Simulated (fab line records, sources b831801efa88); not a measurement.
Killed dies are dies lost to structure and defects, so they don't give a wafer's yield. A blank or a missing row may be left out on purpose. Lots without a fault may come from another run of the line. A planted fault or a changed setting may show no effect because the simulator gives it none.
fab line records | flow sky130
record lots=13 wafers=39 last_day=50
route steps=708 shown LDD_N@241 LDD_P@266 LOCAL_INTERCONNECT@388 CONTACT@429 VIA1@461
lots that met no fault: from a run of the same line without faults
start_h: hours from the record's first day to the start of the lot's first wafer shown | wait_h: hours since the lot's step before | " the same as in the row above | L1.1+2: a row that stands for several wafers | - no value, or no start given | * or withheld: withheld | < > ~ a bound
route shown NAME@n: a module of which the file shows steps, and the number in the route of the first | usual: mean/standard deviation of fault-free wafers | same: alike in all rows | chamber/n: place in a boat | sites: the reading at each site | _std_site: their standard deviation | _edge_site: outer sites' mean less inner sites' | radius_mm: how far each site lies from the wafer's centre | mask NAME#n: copy n | behind: the tool/chamber that last shaped the wafer | hold: why the lot was held/for how many hours/how that ended | device: the transistor (n, p or np) that didn't switch | end of line: the same wafers' tests at the end of the route | a step without rows: its recipe alone | killed: dies lost to structure and defects at the first sort, not the wafer's yield | map: a wafer's dies, x killed, . not, _ none there
set.NAME: the setting as run; set.NAME@STEP: as run at that earlier step | model.NAME: the simulator's own value behind a step, which no gauge read
steps of the route over a sample of lots; a table a step, a row a wafer
services: from which hour (start_h, from the record's first day; less than 0 if before it) a tool's chamber was out of use, for how many hours, and why
## steps
# step SKY_LDD_N_EXPOSE_04
# recipe mask_id=NTM target_cd_nm=840 na=0.6 source_shape=conventional sigma_outer=0.6 dose_mj=110
# columns lot.wafer tool chamber start_h wait_h mask
L138.1+3+6 iline_stepper-02 0 380.91 - NTM#0
L139.2+3+6 iline_stepper-01 0 387.34 - NTM#0
L140.2+4+6 iline_stepper-02 0 397.02 - NTM#0
L142.2+4+5 iline_stepper-02 0 416.09 - PSDM#0
L146.1+2+3 iline_stepper-02 0 460.50 - NTM#0
L152.1+3+6 iline_stepper-02 0 517.82 - NTM#0
L153.1+3+5 iline_stepper-01 0 530.15 - NTM#0
L155.2+3+5 iline_stepper-01 0 553.54 - NTM#0
L156.2+3+6 iline_stepper-01 0 556.72 - NTM#0
L157.2+5+6 iline_stepper-02 0 564.39 - NTM#0
L158.1+4+5 iline_stepper-01 0 567.10 - NTM#0
L159.2+4+5 iline_stepper-01 0 575.79 - NTM#0
L160.1+5+6 iline_stepper-01 0 587.07 - NTM#0
# step SKY_LDD_N_OVL_MEAS_07
# usual LDD_N_OVL=0.2/1.4
# columns lot.wafer tool chamber start_h wait_h LDD_N_OVL[nm]
L138.1 overlay-02 - 395.32 0.1 -0.7
L138.3 " - " " -1.0
L138.6 " - " " -0.6
L139.2 overlay-01 - 401.93 0.1 3.0
L139.3 " - " " 2.4
L139.6 " - " " 0.3
L140.2 overlay-01 - 411.75 0.1 1.0
L140.4 " - " " 2.1
L140.6 " - " " -0.1
L142.2 overlay-02 - 431.05 0.1 -
L142.4 " - " " -
L142.5 " - " " -
L146.1 overlay-02 - 474.80 0.1 -2.1
L146.2 " - " " -2.5
L146.3 " - " " -1.0
L152.1 overlay-02 - 532.22 0.1 0.3
L152.3 " - " " -0.3
L152.6 " - " " -1.5
L153.1 overlay-02 - 545.82 0.1 0.2
L153.3 " - " " 1.2
L153.5 " - " " -0.6
L155.2 overlay-01 - 567.88 0.1 -0.4
L155.3 " - " " 1.3
L155.5 " - " " 0.8
L156.2 overlay-01 - 571.40 0.1 1.6
L156.3 " - " " -0.6
L156.6 " - " " -0.4
L157.2 overlay-01 - 578.70 0.1 -2.8
L157.5 " - " " -1.4
L157.6 " - " " -1.7
L158.1 overlay-02 - 581.87 0.1 1.9
L158.4 " - " " 0.5
L158.5 " - " " 1.6
L159.2 overlay-01 - 589.90 0.1 0.8
L159.4 " - " " 0.2
L159.5 " - " " 1.0
L160.1 overlay-01 - 601.67 0.1 1.1
L160.5 " - " " 2.6
L160.6 " - " " 3.1
# step SKY_LDD_N_TW_MEAS_17
# usual LDD_N_TW=2573/16
# columns lot.wafer tool chamber start_h wait_h LDD_N_TW
L138.1 film_metro-03 - 396.66 0.1 2573
L138.3 " - " " 2567
L138.6 " - " " 2582
L139.2 film_metro-03 - 403.27 0.1 2575
L139.3 " - " " 2585
L139.6 " - " " 2579
L140.2 film_metro-03 - 413.09 0.1 2589
L140.4 " - " " 2581
L140.6 " - " " 2579
L142.2 film_metro-01 - 432.39 0.1 30
L142.4 " - " " 30
L142.5 " - " " 29
L146.1 film_metro-01 - 476.13 0.1 2575
L146.2 " - " " 2551
L146.3 " - " " 2551
L152.1 film_metro-03 - 533.56 0.1 2585
L152.3 " - " " 2596
L152.6 " - " " 2576
L153.1 film_metro-03 - 547.16 0.1 2592
L153.3 " - " " 2604
L153.5 " - " " 2578
L155.2 film_metro-01 - 569.22 0.1 2571
L155.3 " - " " 2586
L155.5 " - " " 2567
L156.2 film_metro-04 - 572.74 0.1 2589
L156.3 " - " " 2586
L156.6 " - " " 2592
L157.2 film_metro-01 - 580.04 0.1 2562
L157.5 " - " " 2567
L157.6 " - " " 2558
L158.1 film_metro-01 - 583.21 0.1 2556
L158.4 " - " " 2576
L158.5 " - " " 2553
L159.2 film_metro-01 - 591.24 0.1 2563
L159.4 " - " " 2573
L159.5 " - " " 2570
L160.1 film_metro-03 - 603.01 0.1 2589
L160.5 " - " " 2591
L160.6 " - " " 2580
# step SKY_LDD_P_TW_MEAS_11
# usual LDD_P_TW=636/4.7
# columns lot.wafer tool chamber start_h wait_h LDD_P_TW
L138.1 film_metro-04 - 426.80 0.1 629
L138.3 " - " " 632
L138.6 " - " " 633
L139.2 film_metro-04 - 433.96 0.1 631
L139.3 " - " " 631
L139.6 " - " " 630
L140.2 film_metro-04 - 444.26 0.1 633
L140.4 " - " " 631
L140.6 " - " " 633
L142.2 film_metro-02 - 464.11 0.1 2604
L142.4 " - " " 2593
L142.5 " - " " 2597
L146.1 film_metro-02 - 506.48 0.1 640
L146.2 " - " " 642
L146.3 " - " " 637
L152.1 film_metro-02 - 563.70 0.1 642
L152.3 " - " " 641
L152.6 " - " " 639
L153.1 film_metro-02 - 577.08 0.1 640
L153.3 " - " " 645
L153.5 " - " " 643
L155.2 film_metro-04 - 599.11 0.1 637
L155.3 " - " " 634
L155.5 " - " " 634
L156.2 film_metro-02 - 602.39 0.1 640
L156.3 " - " " 638
L156.6 " - " " 640
L157.2 film_metro-03 - 609.66 0.1 637
L157.5 " - " " 635
L157.6 " - " " 633
L158.1 film_metro-02 - 612.30 0.1 642
L158.4 " - " " 639
L158.5 " - " " 638
L159.2 film_metro-02 - 619.76 0.1 636
L159.4 " - " " 638
L159.5 " - " " 640
L160.1 film_metro-04 - 632.18 0.1 623
L160.5 " - " " 626
L160.6 " - " " 627
# step SKY_LOCAL_INTERCONNECT_RS_MEAS_01
# recipe thk_meas_gauge=four-point-probe reads=TiN_of_LOCAL_INTERCONNECT_SPUTTER_00
# usual LOCAL_INTERCONNECT_TIN_RS=14.17/0.18
# columns lot.wafer tool chamber start_h wait_h LOCAL_INTERCONNECT_TIN_RS[ohm/sq]
L138.1 film_metro-02 - 672.32 0.0 14.27
L138.3 " - " " 14.16
L138.6 " - " " 14.16
L139.2 film_metro-04 - 678.85 0.1 13.95
L139.3 " - " " 14.06
L139.6 " - " " 14.07
L140.2 film_metro-04 - 689.60 0.1 13.93
L140.4 " - " " 14.04
L140.6 " - " " 13.93
L142.2 film_metro-01 - 705.47 0.1 14.05
L142.4 " - " " 14.19
L142.5 " - " " 14.07
L146.1 film_metro-02 - 742.70 0.0 14.38
L146.2 " - " " 14.38
L146.3 " - " " 14.52
L152.1 film_metro-04 - 794.37 0.0 14.23
L152.3 " - " " 14.34
L152.6 " - " " 13.98
L153.1 film_metro-01 - 805.52 0.0 13.96
L153.3 " - " " 14.33
L153.5 " - " " 14.15
L155.2 film_metro-01 - 827.31 0.1 14.13
L155.3 " - " " 14.05
L155.5 " - " " 14.12
L156.2 film_metro-02 - 828.91 0.1 14.28
L156.3 " - " " 14.36
L156.6 " - " " 14.21
L157.2 film_metro-02 - 834.14 0.1 14.18
L157.5 " - " " 14.13
L157.6 " - " " 14.10
L158.1 film_metro-02 - 837.85 0.0 14.44
L158.4 " - " " 14.51
L158.5 " - " " 14.37
L159.2 film_metro-02 - 844.40 0.1 14.10
L159.4 " - " " 14.00
L159.5 " - " " 14.00
L160.1 film_metro-02 - 855.28 0.0 14.15
L160.5 " - " " 14.20
L160.6 " - " " 14.08
# step SKY_CONTACT_SPUTTER_23
# recipe material=TiN target_thk_nm=20 chamber_pressure_pa=5 power_w=4000 time_s=80
# usual throttle_valve_pct=30.4/1.5
# columns lot.wafer tool chamber start_h wait_h throttle_valve_pct
L138.1 pvd_sputter-02 - 730.74 0.0 30.9
L138.3 " - " " 33.5
L138.6 " - " " 33.4
L139.2 pvd_sputter-04 - 736.71 0.0 30.1
L139.3 " - " " 27.4
L139.6 " - " " 30.4
L140.2 pvd_sputter-02 - 747.64 0.0 30.0
L140.4 " - " " 30.7
L140.6 " - " " 30.5
L142.2 pvd_sputter-03 - 762.27 0.0 31.6
L142.4 " - " " 28.4
L142.5 " - " " 29.0
L146.1 pvd_sputter-03 - 797.48 0.0 28.8
L146.2 " - " " 31.6
L146.3 " - " " 30.5
L152.1 pvd_sputter-02 - 849.92 0.0 30.8
L152.3 " - " " 30.1
L152.6 " - " " 33.3
L153.1 pvd_sputter-02 - 859.53 0.0 30.1
L153.3 " - " " 30.1
L153.5 " - " " 30.9
L155.2 pvd_sputter-04 - 881.54 0.0 29.6
L155.3 " - " " 30.2
L155.5 " - " " 29.9
L156.2 pvd_sputter-02 - 883.63 0.0 30.0
L156.3 " - " " 33.9
L156.6 " - " " 33.5
L157.2 pvd_sputter-04 - 888.75 0.0 27.4
L157.5 " - " " 30.0
L157.6 " - " " 29.7
L158.1 pvd_sputter-04 - 891.97 0.0 29.9
L158.4 " - " " 29.7
L158.5 " - " " 29.7
L159.2 pvd_sputter-02 - 898.16 0.0 30.3
L159.4 " - " " 30.7
L159.5 " - " " 30.3
L160.1 pvd_sputter-02 - 908.86 0.0 33.6
L160.5 " - " " 30.4
L160.6 " - " " 30.7
# step SKY_VIA1_BOW_MEAS_03
# recipe mode=bow
# usual VIA1_BOW=80/7.1
# columns lot.wafer tool chamber start_h wait_h VIA1_BOW[um]
L138.1 film_metro-02 - 760.23 0.1 80
L138.3 " - " " 86
L138.6 " - " " 68
L139.2 film_metro-02 - 766.13 0.1 79
L139.3 " - " " 84
L139.6 " - " " 83
L140.2 film_metro-02 - 776.98 0.3 88
L140.4 " - " " 102
L140.6 " - " " 92
L142.2 film_metro-01 - 791.56 0.3 95
L142.4 " - " " 83
L142.5 " - " " 80
L146.1 film_metro-01 - 826.03 0.2 88
L146.2 " - " " 75
L146.3 " - " " 90
L152.1 film_metro-03 - 878.12 0.2 79
L152.3 " - " " 85
L152.6 " - " " 78
L153.1 film_metro-01 - 887.49 0.1 71
L153.3 " - " " 78
L153.5 " - " " 85
L155.2 film_metro-03 - 909.67 0.2 85
L155.3 " - " " 91
L155.5 " - " " 77
L156.2 film_metro-01 - 911.70 0.1 80
L156.3 " - " " 78
L156.6 " - " " 87
L157.2 film_metro-03 - 916.68 0.2 86
L157.5 " - " " 80
L157.6 " - " " 87
L158.1 film_metro-01 - 919.44 0.2 66
L158.4 " - " " 80
L158.5 " - " " 68
L159.2 film_metro-01 - 925.47 0.2 78
L159.4 " - " " 80
L159.5 " - " " 68
L160.1 film_metro-02 - 936.00 0.2 84
L160.5 " - " " 77
L160.6 " - " " 72
## services
# columns tool chamber start_h hours kind
pvd_sputter-02 2 410.53 - consumable_replace:kit
pvd_sputter-02 2 410.53 18.0 scheduled_down
pvd_sputter-02 2 410.53 18.0 vent_cycle
pvd_sputter-02 - 417.94 0.8 repair
iline_stepper-01 - 424.88 1.7 pm
pvd_sputter-02 - 482.28 7.9 repair
iline_stepper-01 - 482.66 18.8 repair
iline_stepper-02 - 501.51 1.7 pm
iline_stepper-02 - 588.24 2.1 pm
iline_stepper-01 - 611.02 0.6 repair
iline_stepper-02 - 635.22 0.8 pm
iline_stepper-01 - 643.06 1.7 pm
pvd_sputter-04 - 651.79 2.8 repair
pvd_sputter-02 1 658.80 - consumable_replace:kit
pvd_sputter-02 1 658.80 18.0 scheduled_down
pvd_sputter-02 1 658.80 18.0 vent_cycle
pvd_sputter-03 - 668.16 1.2 repair
iline_stepper-02 - 708.68 1.7 pm
pvd_sputter-04 - 727.11 4.1 repair
pvd_sputter-02 - 802.46 1.1 repair
pvd_sputter-02 - 803.03 1.2 repair
pvd_sputter-02 - 811.89 4.4 repair
iline_stepper-01 - 861.24 1.7 pm
pvd_sputter-03 - 877.83 0.5 repair
## key
first_sign step=SKY_LDD_N_EXPOSE_04 reading=mask direction=changed
effect step=SKY_LDD_N_OVL_MEAS_07 reading=LDD_N_OVL direction=missing
effect step=SKY_LDD_N_TW_MEAS_17 reading=LDD_N_TW direction=down sigmas=99+ usual=2573 struck=30
effect step=SKY_LDD_P_TW_MEAS_11 reading=LDD_P_TW direction=up sigmas=99+ usual=636 struck=2598
met_at SKY_LDD_N_EXPOSE_04
struck_lots L142
sort_left_out L142.2,L142.4,L142.5
tester_left_out L142
not_acting_at SKY_LOCAL_INTERCONNECT_RS_MEAS_01,SKY_CONTACT_SPUTTER_23,SKY_VIA1_BOW_MEAS_03
onset_between 397.02 416.09
fault kind=wrong_mask tool=any chamber=- onset_h=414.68 steps=SKY_LDD_N_EXPOSE_04 aux_copy=PSDM#0 scope=struck_lots_only
# tester_left_out: of these lots the tester's yield and bins aren't shown, on N5 and GAA mostly nor the transistor test; their killed dies are dies lost to structure and defects alone, not to doping, threshold or leakage, so they don't give the yield
# sort_left_out: the simulated sort isn't trusted on such a fault, so these wafers' sort isn't shown, and their yield isn't known
